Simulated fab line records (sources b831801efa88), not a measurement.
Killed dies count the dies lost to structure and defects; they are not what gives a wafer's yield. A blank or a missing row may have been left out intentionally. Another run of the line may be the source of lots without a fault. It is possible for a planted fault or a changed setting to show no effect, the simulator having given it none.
The tool behind it: which one? ; flow sky130 ; 6 lots, 18 wafers sampled, at 2 steps of a route of 708

== WHAT EACH GAUGE READ, for each wafer ==
SKY_METAL4_OVL_MEAS_14.
lot;measured;on;METAL4_OVL (nm)
L840;day 42 01:58;overlay-01;-10 -6 -2
L843;day 43 02:54;overlay-01;2 -2 -1
L846;day 43 21:56;overlay-01;-1 -8 -4
L848;day 44 08:22;overlay-02;-10 -10 -2
L855;day 46 13:41;overlay-01;4 -6 2
L860;day 47 12:48;overlay-02;-7 -12 -7

== TOOL THAT RAN EACH LOT (tool first, then ch and the chambers of the sampled wafers, then the start) ==
lot;SKY_CONTACT_ETCH_16
L840;rie_diel-03 ch 0,2, day 31 20:33
L843;rie_diel-04 ch 1,2,3, day 33 01:05
L846;rie_diel-02 ch 0,1, day 33 22:08
L848;rie_diel-03 ch 0,1,2, day 34 12:44
L855;rie_diel-03 ch 0,1, day 37 07:17
L860;rie_diel-04 ch 0,1, day 38 12:44
- SKY_CONTACT_ETCH_16: etches BARC in N2/H2, stops on SiO2, time 45.9 s, target depth 60 nm.

== THE ANSWER, worked out from the rows above alone ==
Rule: the lots themselves supply what counts as usual. The widest of any qualifying gaps counts: lots, ordered by their means at a reading, are off when they make up no more than a third of the lots, leave a main group of 4 or more, and stand apart from it by 3 or more times the standard deviation of that group's means. A main group whose means are all the same, to the digits that the tables above print for the reading, isn't used. Also off: a lot with no number at a reading for which 4 or more lots have one. Where the step has rows for the other lots, those lots are counted as sound.
None of the lots is off at any reading shown; this tells nothing.

== WHAT THE SIMULATOR PUT IN ==
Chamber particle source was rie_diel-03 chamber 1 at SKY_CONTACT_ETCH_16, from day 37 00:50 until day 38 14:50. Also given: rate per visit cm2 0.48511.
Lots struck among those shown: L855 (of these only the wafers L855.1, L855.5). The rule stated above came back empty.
